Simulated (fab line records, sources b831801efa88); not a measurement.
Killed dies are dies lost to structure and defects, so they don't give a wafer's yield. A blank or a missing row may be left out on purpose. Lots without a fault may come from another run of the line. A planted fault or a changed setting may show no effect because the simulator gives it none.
fab line records | flow sky130
record lots=24 wafers=72 last_day=50
route steps=708 shown FIELD_ISO@1 NWELL@82 VT_ADJUST_HVTP@92 VT_ADJUST_PCH@152
lots that met no fault: from a run of the same line without faults
start_h: hours from the record's first day to the start of the lot's first wafer shown | wait_h: hours since the lot's step before | " the same as in the row above | L1.1+2: a row that stands for several wafers | - no value, or no start given | * or withheld: withheld | < > ~ a bound
route shown NAME@n: a module of which the file shows steps, and the number in the route of the first | usual: mean/standard deviation of fault-free wafers | same: alike in all rows | chamber/n: place in a boat | sites: the reading at each site | _std_site: their standard deviation | _edge_site: outer sites' mean less inner sites' | radius_mm: how far each site lies from the wafer's centre | mask NAME#n: copy n | behind: the tool/chamber that last shaped the wafer | hold: why the lot was held/for how many hours/how that ended | device: the transistor (n, p or np) that didn't switch | end of line: the same wafers' tests at the end of the route | a step without rows: its recipe alone | killed: dies lost to structure and defects at the first sort, not the wafer's yield | map: a wafer's dies, x killed, . not, _ none there
set.NAME: the setting as run; set.NAME@STEP: as run at that earlier step | model.NAME: the simulator's own value behind a step, which no gauge read
steps of the route over a sample of lots; a table a step, a row a wafer
services: from which hour (start_h, from the record's first day; less than 0 if before it) a tool's chamber was out of use, for how many hours, and why
## steps
# step SKY_FIELD_ISO_BOW_MEAS_00
# recipe mode=bow
# usual INCOMING_BOW=-1/6
# columns lot.wafer tool chamber start_h wait_h INCOMING_BOW[um]
L074.1 film_metro-03 - 10.00 - 6
L074.3 " - " " 1
L074.4 " - " " -4
L075.1 film_metro-02 - 15.00 - 1
L075.3 " - " " 2
L075.4 " - " " -7
L076.3 film_metro-03 - 20.04 - 1
L076.4 " - " " 7
L076.6 " - " " -2
L077.1 film_metro-02 - 25.00 - -3
L077.5 " - " " -2
L077.6 " - " " 7
L078.1 film_metro-02 - 30.00 - -10
L078.4 " - " " -2
L078.5 " - " " 4
L079.1 film_metro-04 - 35.00 - -13
L079.4 " - " " 6
L079.5 " - " " 10
L080.4 film_metro-04 - 40.06 - -8
L080.5 " - " " 9
L080.6 " - " " -9
L081.1 film_metro-03 - 45.00 - -5
L081.2 " - " " 2
L081.3 " - " " -4
L082.1 film_metro-02 - 50.00 - -4
L082.3 " - " " -12
L082.6 " - " " -10
L083.1 film_metro-02 - 55.00 - -3
L083.2 " - " " 9
L083.6 " - " " -7
L084.1 film_metro-02 - 60.00 - -8
L084.3 " - " " -3
L084.4 " - " " 6
L085.4 film_metro-04 - 65.06 - -3
L085.5 " - " " -3
L085.6 " - " " 3
L086.1 film_metro-02 - 70.00 - 5
L086.3 " - " " 6
L086.6 " - " " -5
L087.1 film_metro-02 - 75.00 - -1
L087.2 " - " " 15
L087.6 " - " " 0
L088.2 film_metro-04 - 80.02 - 8
L088.3 " - " " -17
L088.5 " - " " -2
L089.1 film_metro-02 - 85.00 - -1
L089.2 " - " " -6
L089.6 " - " " -12
L090.1 film_metro-03 - 90.00 - -10
L090.3 " - " " 9
L090.6 " - " " -2
L091.3 film_metro-02 - 95.04 - -5
L091.4 " - " " 1
L091.5 " - " " 2
L092.2 film_metro-03 - 100.02 - -14
L092.3 " - " " 2
L092.5 " - " " 1
L093.1 film_metro-03 - 105.00 - 2
L093.2 " - " " 0
L093.3 " - " " 1
L094.2 film_metro-02 - 110.02 - -13
L094.4 " - " " -7
L094.6 " - " " 4
L095.1 film_metro-02 - 115.00 - -4
L095.2 " - " " 3
L095.4 " - " " 5
L096.1 film_metro-04 - 120.00 - -7
L096.4 " - " " -2
L096.5 " - " " 1
L097.1 film_metro-03 - 125.00 - 4
L097.4 " - " " -5
L097.6 " - " " -1
# step SKY_FIELD_ISO_THK_MEAS_02
# recipe reads=SiO2_of_FIELD_ISO_OXIDATION_01
# usual FIELD_ISO_OXIDATION_00_THK=11.97/0.26
# columns lot.wafer tool chamber start_h wait_h FIELD_ISO_OXIDATION_00_THK[nm]
L074.1 film_metro-03 - 12.44 0.0 12.20
L074.3 " - " " 12.31
L074.4 " - " " 12.44
L075.1 film_metro-04 - 16.63 0.0 11.95
L075.3 " - " " 12.10
L075.4 " - " " 11.99
L076.3 film_metro-03 - 22.34 0.0 12.43
L076.4 " - " " 12.13
L076.6 " - " " 12.13
L077.1 film_metro-03 - 26.86 0.0 11.64
L077.5 " - " " 11.75
L077.6 " - " " 11.72
L078.1 film_metro-04 - 32.29 0.0 12.05
L078.4 " - " " 11.87
L078.5 " - " " 11.93
L079.1 film_metro-04 - 36.64 0.0 11.93
L079.4 " - " " 12.01
L079.5 " - " " 11.97
L080.4 film_metro-02 - 42.25 0.0 11.77
L080.5 " - " " 11.69
L080.6 " - " " 11.78
L081.1 film_metro-02 - 47.58 0.0 11.46
L081.2 " - " " 11.69
L081.3 " - " " 11.62
L082.1 film_metro-03 - 52.10 0.0 11.94
L082.3 " - " " 11.81
L082.6 " - " " 12.13
L083.1 film_metro-02 - 56.63 0.0 12.32
L083.2 " - " " 12.25
L083.6 " - " " 12.42
L084.1 film_metro-02 - 62.00 0.0 11.76
L084.3 " - " " 11.65
L084.4 " - " " 12.06
L085.4 film_metro-04 - 66.66 0.0 11.81
L085.5 " - " " 11.82
L085.6 " - " " 11.78
L086.1 film_metro-03 - 71.63 0.0 11.93
L086.3 " - " " 11.81
L086.6 " - " " 11.70
L087.1 film_metro-04 - 77.28 0.0 12.30
L087.2 " - " " 12.16
L087.6 " - " " 12.20
L088.2 film_metro-02 - 81.64 0.0 11.34
L088.3 " - " " 11.44
L088.5 " - " " 11.48
L089.1 film_metro-04 - 86.63 0.0 11.62
L089.2 " - " " 11.57
L089.6 " - " " 11.55
L090.1 film_metro-03 - 92.21 0.0 12.09
L090.3 " - " " 12.04
L090.6 " - " " 12.15
L091.3 film_metro-02 - 96.65 0.0 11.72
L091.4 " - " " 11.96
L091.5 " - " " 11.77
L092.2 film_metro-03 - 101.64 0.0 12.22
L092.3 " - " " 12.13
L092.5 " - " " 12.64
L093.1 film_metro-03 - 106.63 0.0 11.88
L093.2 " - " " 11.92
L093.3 " - " " 11.80
L094.2 film_metro-02 - 112.87 0.0 12.06
L094.4 " - " " 11.90
L094.6 " - " " 12.00
L095.1 film_metro-03 - 116.63 0.0 12.10
L095.2 " - " " 12.27
L095.4 " - " " 12.12
L096.1 film_metro-04 - 125.39 0.0 12.14
L096.4 " - " " 12.10
L096.5 " - " " 12.22
L097.1 film_metro-04 - 133.48 0.0 11.86
L097.4 " - " " 11.90
L097.6 " - " " 12.06
# step SKY_FIELD_ISO_THK_MEAS_23
# recipe reads=SiO2_of_FIELD_ISO_OXIDATION_22
# usual FIELD_ISO_OXIDATION_01_THK=10.00/0.2
# columns lot.wafer tool chamber start_h wait_h FIELD_ISO_OXIDATION_01_THK[nm]
L074.1 film_metro-04 - 31.09 0.0 9.64
L074.3 " - " " 9.71
L074.4 " - " " 9.66
L075.1 film_metro-02 - 35.00 0.0 10.34
L075.3 " - " " 10.09
L075.4 " - " " 10.36
L076.3 film_metro-04 - 43.13 0.0 9.77
L076.4 " - " " 9.74
L076.6 " - " " 9.83
L077.1 film_metro-03 - 46.07 0.0 10.00
L077.5 " - " " 10.02
L077.6 " - " " 10.10
L078.1 film_metro-04 - 53.27 0.0 9.95
L078.4 " - " " 9.95
L078.5 " - " " 9.94
L079.1 film_metro-03 - 56.34 0.0 10.09
L079.4 " - " " 10.19
L079.5 " - " " 10.22
L080.4 film_metro-02 - 63.72 0.0 9.72
L080.5 " - " " 9.87
L080.6 " - " " 10.08
L081.1 film_metro-04 - 69.79 0.0 10.00
L081.2 " - " " 9.99
L081.3 " - " " 10.01
L082.1 film_metro-03 - 72.81 0.0 9.73
L082.3 " - " " 9.99
L082.6 " - " " 9.94
L083.1 film_metro-02 - 78.45 0.0 10.00
L083.2 " - " " 10.01
L083.6 " - " " 9.90
L084.1 film_metro-03 - 82.37 0.0 10.10
L084.3 " - " " 10.26
L084.4 " - " " 10.34
L085.4 film_metro-03 - 87.83 0.0 9.76
L085.5 " - " " 9.81
L085.6 " - " " 9.78
L086.1 film_metro-02 - 93.14 0.0 10.12
L086.3 " - " " 10.08
L086.6 " - " " 10.05
L087.1 film_metro-04 - 99.93 0.0 9.98
L087.2 " - " " 10.18
L087.6 " - " " 10.34
L088.2 film_metro-02 - 102.81 0.0 10.28
L088.3 " - " " 10.25
L088.5 " - " " 10.32
L089.1 film_metro-02 - 108.31 0.0 10.02
L089.2 " - " " 10.05
L089.6 " - " " 9.97
L090.1 film_metro-03 - 115.42 0.0 9.76
L090.3 " - " " 9.87
L090.6 " - " " 9.87
L091.3 film_metro-03 - 117.83 0.0 10.02
L091.4 " - " " 10.12
L091.5 " - " " 10.20
L093.1 film_metro-02 - 129.23 0.0 10.26
L093.2 " - " " 10.25
L093.3 " - " " 10.32
L092.2 film_metro-04 - 129.24 0.0 10.39
L092.3 " - " " 10.31
L092.5 " - " " 10.25
L095.1 film_metro-03 - 139.33 0.0 9.54
L095.2 " - " " 9.73
L095.4 " - " " 9.70
L094.2 film_metro-02 - 139.34 0.0 9.84
L094.4 " - " " 9.84
L094.6 " - " " 9.93
L096.1 film_metro-02 - 148.19 0.0 9.82
L096.4 " - " " 9.80
L096.5 " - " " 9.91
L097.1 film_metro-02 - 157.23 0.0 9.95
L097.4 " - " " 10.10
L097.6 " - " " 9.86
# step SKY_NWELL_RS_MEAS_29
# recipe thk_meas_gauge=four-point-probe
# usual NWELL_RS=617.7/1.7
# columns lot.wafer tool chamber start_h wait_h NWELL_RS[ohm/sq]
L074.1 film_metro-03 - 102.20 0.1 614.6
L074.3 " - " " 614.2
L074.4 " - " " 615.3
L075.1 film_metro-01 - 107.23 0.1 618.9
L075.3 " - " " 618.2
L075.4 " - " " 620.6
L076.3 film_metro-04 - 118.34 0.1 617.8
L076.4 " - " " 619.2
L076.6 " - " " 618.2
L077.1 film_metro-01 - 121.75 0.1 614.4
L077.5 " - " " 617.0
L077.6 " - " " 616.0
L078.1 film_metro-01 - 128.64 0.1 619.6
L078.4 " - " " 615.5
L078.5 " - " " 619.1
L079.1 film_metro-03 - 133.24 0.1 618.2
L079.4 " - " " 620.4
L079.5 " - " " 617.7
L080.4 film_metro-04 - 139.04 0.1 619.7
L080.5 " - " " 618.2
L080.6 " - " " 618.8
L081.1 film_metro-03 - 145.43 0.1 618.1
L081.2 " - " " 618.4
L081.3 " - " " 617.2
L082.1 film_metro-03 - 150.03 0.1 618.9
L082.3 " - " " 614.1
L082.6 " - " " 617.5
L083.1 film_metro-03 - 158.35 0.1 614.5
L083.2 " - " " 616.4
L083.6 " - " " 618.2
L084.1 film_metro-04 - 160.10 0.1 617.6
L084.3 " - " " 620.2
L084.4 " - " " 619.2
L085.4 film_metro-01 - 168.85 0.1 617.5
L085.5 " - " " 615.4
L085.6 " - " " 617.0
L086.1 film_metro-01 - 173.74 0.1 618.2
L086.3 " - " " 616.4
L086.6 " - " " 617.1
L087.1 film_metro-01 - 181.21 0.1 618.8
L087.2 " - " " 616.2
L087.6 " - " " 619.4
L088.2 film_metro-04 - 186.30 0.1 617.7
L088.3 " - " " 619.9
L088.5 " - " " 619.6
L089.1 film_metro-04 - 193.20 0.1 617.9
L089.2 " - " " 616.1
L089.6 " - " " 614.1
L090.1 film_metro-03 - 201.60 0.1 619.2
L090.3 " - " " 619.7
L090.6 " - " " 620.3
L091.3 film_metro-04 - 212.77 0.1 617.5
L091.4 " - " " 618.4
L091.5 " - " " 618.0
L092.2 film_metro-01 - 225.95 0.1 614.0
L092.3 " - " " 613.6
L092.5 " - " " 615.1
L093.1 film_metro-03 - 226.28 0.1 617.5
L093.2 " - " " 619.3
L093.3 " - " " 617.9
L095.1 film_metro-04 - 231.58 0.1 617.2
L095.2 " - " " 615.0
L095.4 " - " " 615.6
L094.2 film_metro-01 - 231.98 0.1 619.4
L094.4 " - " " 619.6
L094.6 " - " " 619.0
L096.1 film_metro-01 - 239.29 0.1 619.1
L096.4 " - " " 619.5
L096.5 " - " " 619.3
L097.1 film_metro-01 - 249.03 0.1 616.8
L097.4 " - " " 619.7
L097.6 " - " " 616.7
# step SKY_VT_ADJUST_HVTP_CD_MEAS_07
# recipe target_cd_nm=380
# usual cd_nm=379.6/1.8
# columns lot.wafer tool chamber start_h wait_h cd_nm
L074.1 cd_sem-02 - 119.94 0.1 379.9
L074.3 " - " " 379.6
L074.4 " - " " 380.8
L075.1 cd_sem-02 - 126.35 0.1 378.8
L075.3 " - " " 382.8
L075.4 " - " " 376.6
L076.3 cd_sem-02 - 136.77 0.1 379.6
L076.4 " - " " 378.8
L076.6 " - " " 378.8
L077.1 cd_sem-01 - 139.88 0.1 381.2
L077.5 " - " " 379.8
L077.6 " - " " 380.8
L078.1 cd_sem-01 - 147.25 0.1 379.0
L078.4 " - " " 377.3
L078.5 " - " " 376.8
L079.1 cd_sem-01 - 151.10 0.1 378.3
L079.4 " - " " 378.8
L079.5 " - " " 378.2
L080.4 cd_sem-02 - 158.46 0.1 381.9
L080.5 " - " " 380.6
L080.6 " - " " 381.4
L081.1 cd_sem-02 - 164.43 0.1 381.4
L081.2 " - " " 379.0
L081.3 " - " " 378.0
L082.1 cd_sem-01 - 169.40 0.1 383.4
L082.3 " - " " 381.9
L082.6 " - " " 381.5
L083.1 cd_sem-01 - 178.35 0.1 377.1
L083.2 " - " " 377.3
L083.6 " - " " 375.8
L084.1 cd_sem-02 - 180.40 0.1 380.6
L084.3 " - " " 378.9
L084.4 " - " " 381.9
L085.4 cd_sem-01 - 188.86 0.1 382.1
L085.5 " - " " 379.5
L085.6 " - " " 380.9
L086.1 cd_sem-01 - 195.13 0.1 378.9
L086.3 " - " " 379.2
L086.6 " - " " 379.6
L087.1 cd_sem-01 - 202.35 0.1 378.4
L087.2 " - " " 380.2
L087.6 " - " " 377.9
L088.2 cd_sem-01 - 207.67 0.1 377.4
L088.3 " - " " 379.2
L088.5 " - " " 379.4
L089.1 cd_sem-01 - 214.95 0.1 378.5
L089.2 " - " " 382.2
L089.6 " - " " 378.7
L090.1 cd_sem-02 - 224.05 0.1 381.9
L090.3 " - " " 380.3
L090.6 " - " " 380.0
L091.3 cd_sem-01 - 234.84 0.1 376.7
L091.4 " - " " 378.0
L091.5 " - " " 376.6
L092.2 cd_sem-02 - 248.85 0.1 380.3
L092.3 " - " " 382.3
L092.5 " - " " 380.1
L093.1 cd_sem-02 - 249.13 0.1 378.8
L093.2 " - " " 378.1
L093.3 " - " " 381.6
L095.1 cd_sem-02 - 254.70 0.1 380.0
L095.2 " - " " 378.4
L095.4 " - " " 380.5
L094.2 cd_sem-01 - 255.69 0.1 379.0
L094.4 " - " " 377.9
L094.6 " - " " 378.2
L096.1 cd_sem-01 - 262.95 0.1 379.2
L096.4 " - " " 377.4
L096.5 " - " " 380.0
L097.1 cd_sem-02 - 272.78 0.1 381.6
L097.4 " - " " 382.2
L097.6 " - " " 383.0
# step SKY_VT_ADJUST_PCH_STRIP_09
# recipe chemistry=O2/N2 power_w=1400 pressure_mtorr=1500 platen_temp_c=withheld o2_flow_sccm=3000 n2_flow_sccm=300 overash_fraction=0.5
# usual drypump_motor_current_A=6.11/0.27 oes_product_au=0.723/0.004 strip_time_to_endpoint_s=36.92/0.099
# columns lot.wafer tool chamber start_h wait_h drypump_motor_current_A oes_product_au rf_hours_counter_h strip_time_to_endpoint_s
L074.1 plasma_asher-04 1 222.07 0.1 5.56 0.714 52 36.94
L074.3 " 0 " " 5.93 0.729 - 36.95
L074.4 " 1 " " 5.55 0.724 - 37.00
L075.1 plasma_asher-01 1 229.04 0.1 6.28 0.728 42 36.98
L075.3 " 1 " " 6.28 0.722 - 37.02
L075.4 " 0 " " 6.44 0.721 - 36.96
L076.3 plasma_asher-03 0 241.07 0.1 5.90 0.718 - 37.14
L076.4 " 1 " " 6.15 0.726 - 37.06
L076.6 " 1 " " 6.17 0.730 - 36.94
L077.1 plasma_asher-03 1 245.44 0.1 6.17 0.722 56 37.02
L077.5 " 1 " " 6.18 0.719 - 36.92
L077.6 " 0 " " 5.92 0.719 - 36.95
L078.1 plasma_asher-03 0 256.09 0.1 5.89 0.723 57 36.85
L078.4 " 0 " " 5.90 0.719 - 36.83
L078.5 " 0 " " 5.89 0.720 - 36.87
L079.1 plasma_asher-04 1 261.04 0.1 5.56 0.724 56 36.77
L079.4 " 0 " " 5.94 0.718 - 36.75
L079.5 " 0 " " 5.95 0.719 - 36.83
L080.4 plasma_asher-01 1 267.60 0.1 6.29 0.716 - 36.98
L080.5 " 0 " " 6.39 0.722 - 36.88
L080.6 " 1 " " 6.31 0.724 - 36.91
L081.1 plasma_asher-03 0 277.34 0.1 5.91 0.726 59 37.02
L081.2 " 1 " " 6.16 0.728 59 37.09
L081.3 " 0 " " 5.90 0.723 - 37.09
L082.1 plasma_asher-01 0 282.49 0.1 6.42 0.729 48 36.91
L082.3 " 1 " " 6.29 0.721 - 37.02
L082.6 " 1 " " 6.29 0.728 - 36.89
L083.1 plasma_asher-01 0 296.07 0.1 6.42 0.720 49 37.00
L083.2 " 1 " " 6.31 0.720 49 36.77
L083.6 " 0 " " 6.39 0.717 - 36.84
L084.1 plasma_asher-03 1 296.39 0.1 6.18 0.724 61 36.88
L084.3 " 0 " " 5.90 0.720 - 36.81
L084.4 " 1 " " 6.19 0.724 - 36.88
L085.4 plasma_asher-01 0 305.47 0.1 6.43 0.728 - 36.79
L085.5 " 1 " " 6.32 0.720 - 36.76
L085.6 " 0 " " 6.44 0.725 - 36.73
L086.1 plasma_asher-04 0 316.14 0.1 5.96 0.719 61 36.99
L086.3 " 1 " " 5.54 0.720 - 37.01
L086.6 " 0 " " 5.96 0.720 - 36.98
L087.1 plasma_asher-01 0 322.69 0.1 6.44 0.724 52 37.12
L087.2 " 1 " " 6.27 0.718 52 36.97
L087.6 " 1 " " 6.27 0.723 - 37.16
L088.2 plasma_asher-03 1 330.07 0.1 6.19 0.727 64 36.92
L088.3 " 0 " " 5.91 0.726 - 36.75
L088.5 " 1 " " 6.14 0.721 - 36.77
L089.1 plasma_asher-03 1 339.24 0.1 6.20 0.727 65 36.96
L089.2 " 0 " " 5.91 0.726 65 36.98
L089.6 " 1 " " 6.17 0.721 - 36.90
L090.1 plasma_asher-04 0 348.12 0.1 5.95 0.719 65 36.83
L090.3 " 1 " " 5.56 0.717 - 36.74
L090.6 " 0 " " 5.93 0.722 - 36.86
L091.3 plasma_asher-03 1 361.52 0.1 6.14 0.722 - 36.69
L091.4 " 0 " " 5.90 0.732 - 36.78
L091.5 " 1 " " 6.17 0.722 - 36.76
L092.2 plasma_asher-01 0 377.39 0.1 6.44 0.722 57 36.86
L092.3 " 1 " " 6.30 0.722 - 36.92
L092.5 " 1 " " 6.31 0.728 - 36.86
L093.1 plasma_asher-01 1 378.15 0.1 6.28 0.720 57 36.91
L093.2 " 0 " " 6.43 0.723 57 36.90
L093.3 " 0 " " 6.45 0.721 - 36.98
L095.1 plasma_asher-01 1 384.64 0.1 6.30 0.722 58 36.93
L095.2 " 0 " " 6.43 0.728 58 37.03
L095.4 " 1 " " 6.32 0.718 - 37.00
L094.2 plasma_asher-03 1 386.97 0.1 6.20 0.723 69 37.07
L094.4 " 1 " " 6.18 0.726 - 37.00
L094.6 " 0 " " 5.90 0.725 - 37.08
L096.1 plasma_asher-01 0 395.32 0.1 6.42 0.718 59 36.97
L096.4 " 1 " " 6.30 0.723 - 36.92
L096.5 " 0 " " 6.41 0.723 - 37.10
L097.1 plasma_asher-04 1 407.19 0.1 5.55 0.719 71 36.95
L097.4 " 0 " " 5.97 0.728 - 36.93
L097.6 " 1 " " 5.56 0.728 - 37.03
## services
# columns tool chamber start_h hours kind
plasma_asher-01 - 250.40 1.2 repair
plasma_asher-04 - 263.60 0.6 repair
plasma_asher-03 - 375.22 11.3 repair
plasma_asher-01 - 375.27 1.5 repair
## key
fault none
